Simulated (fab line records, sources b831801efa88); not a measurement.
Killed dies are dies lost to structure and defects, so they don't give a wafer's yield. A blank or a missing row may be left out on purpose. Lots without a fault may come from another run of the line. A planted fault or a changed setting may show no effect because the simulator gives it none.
Which tool did it? | flow sky130 | 7 lots, 21 wafers sampled, at 1 step of a route of 708

WHAT THE GAUGES READ, wafer by wafer
SKY_LDD_HVP_TW_MEAS_10.
lot  | measured     | on            | LDD_HVP_TW
L181 | day 21 17:53 | film_metro-03 | 465 464 461
L186 | day 23 17:01 | film_metro-04 | 448 450 446
L190 | day 25 16:59 | film_metro-04 | 449 446 450
L194 | day 27 17:26 | film_metro-01 | 439 440 441
L196 | day 27 23:07 | film_metro-03 | 461 461 460
L198 | day 28 05:58 | film_metro-01 | 443 440 442
L202 | day 29 11:55 | film_metro-03 | 462 460 462

WHICH TOOL RAN EACH LOT (tool, then ch and the chambers of the sampled wafers, then the start)
The record holds no process step before these readings.

THE ANSWER, worked out from the rows above alone
Rule: what is usual is taken from the lots themselves. Put in order of their means at a reading, lots are off if they are a third of the lots or fewer, leave a main group of 4 or more, and stand apart from it by a gap of 3 or more times the standard deviation of the main group's means; of several such gaps the widest counts. A main group whose means are all the same, to the digits that the tables above print for the reading, isn't used. A lot without any number at a reading at which 4 lots or more have one is off too. The other lots that the step has rows for count as sound.
No lot is off at any reading shown: from this, nothing can be told.

WHAT THE SIMULATOR HAD PUT IN
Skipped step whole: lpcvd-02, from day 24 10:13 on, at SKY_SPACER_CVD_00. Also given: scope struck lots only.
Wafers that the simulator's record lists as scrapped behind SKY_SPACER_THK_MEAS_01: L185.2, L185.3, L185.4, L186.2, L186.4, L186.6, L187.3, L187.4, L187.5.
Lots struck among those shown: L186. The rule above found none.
